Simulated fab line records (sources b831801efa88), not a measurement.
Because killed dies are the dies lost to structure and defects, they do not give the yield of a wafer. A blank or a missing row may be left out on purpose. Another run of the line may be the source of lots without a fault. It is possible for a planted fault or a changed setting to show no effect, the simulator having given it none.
Matching of chambers + flow gf180mcu + GF_V3_CVD_00 on hdpcvd-02 has 3 sister chambers
The step deposits SiO2, target thk 600 nm, time 100 s. 15 wafers are shown with their chamber, then 7 later ones without.

## WAFERS PAIRED WITH THEIR CHAMBERS
| wafer  | chamber | sih4_flow_sccm (sccm) |
|--------|---------|-----------------------|
| L572.1 | 1       | 59.88                 |
| L572.2 | 0       | 59.72                 |
| L572.4 | 1       | 59.71                 |
| L576.1 | 1       | 60.03                 |
| L576.3 | 2       | 59.76                 |
| L576.6 | 0       | 60.06                 |
| L579.3 | 2       | 59.98                 |
| L579.4 | 0       | 60.21                 |
| L579.5 | 1       | 60.47                 |
| L580.3 | 0       | 59.69                 |
| L580.5 | 2       | 60.22                 |
| L580.6 | 1       | 59.63                 |
| L583.3 | 1       | 60.22                 |
| L583.4 | 0       | 60.00                 |
| L583.6 | 2       | 60.12                 |

SIGNATURES (averages over the wafers above)
| reading        | chamber 0 | chamber 1 | chamber 2 | scatter within a chamber |
|----------------|-----------|-----------|-----------|--------------------------|
| sih4_flow_sccm | 59.9360   | 59.9900   | 60.0200   | 0.262                    |
Rule: a wafer lies at a distance from a chamber equal to the root of the sum of squares, over the readings, of (its reading less the chamber's mean, divided by the reading's scatter). The wafer belongs to the nearest chamber; if the next one is less than 2 further off, it can't be placed. The scatter: the root of (the sum of the squares of (reading less its chamber's mean) over the shown wafers, divided by (wafers less chambers)).

## WAFERS WITH NO CHAMBER GIVEN
| wafer  | sih4_flow_sccm (sccm) |
|--------|-----------------------|
| L588.3 | 59.97                 |
| L588.4 | 60.13                 |
| L588.5 | 60.15                 |
| L590.3 | 59.87                 |
| L590.5 | 59.75                 |
| L592.2 | 59.89                 |
| L592.3 | 59.88                 |

## WHICH CHAMBER EACH ONE RAN IN
| wafer  | from the rows above          | in truth |
|--------|------------------------------|----------|
| L588.3 | can't be placed: 1 or 0 or 2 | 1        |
| L588.4 | can't be placed: 2 or 1 or 0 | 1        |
| L588.5 | can't be placed: 2 or 1 or 0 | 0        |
| L590.3 | can't be placed: 0 or 1 or 2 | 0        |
| L590.5 | can't be placed: 0 or 1 or 2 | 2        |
| L592.2 | can't be placed: 0 or 1 or 2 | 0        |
| L592.3 | can't be placed: 0 or 1 or 2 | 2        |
0 of 7 placed correctly. Can't be placed from these rows: 7 (the true chamber is among the candidates in 7). Number placed wrongly: 0.
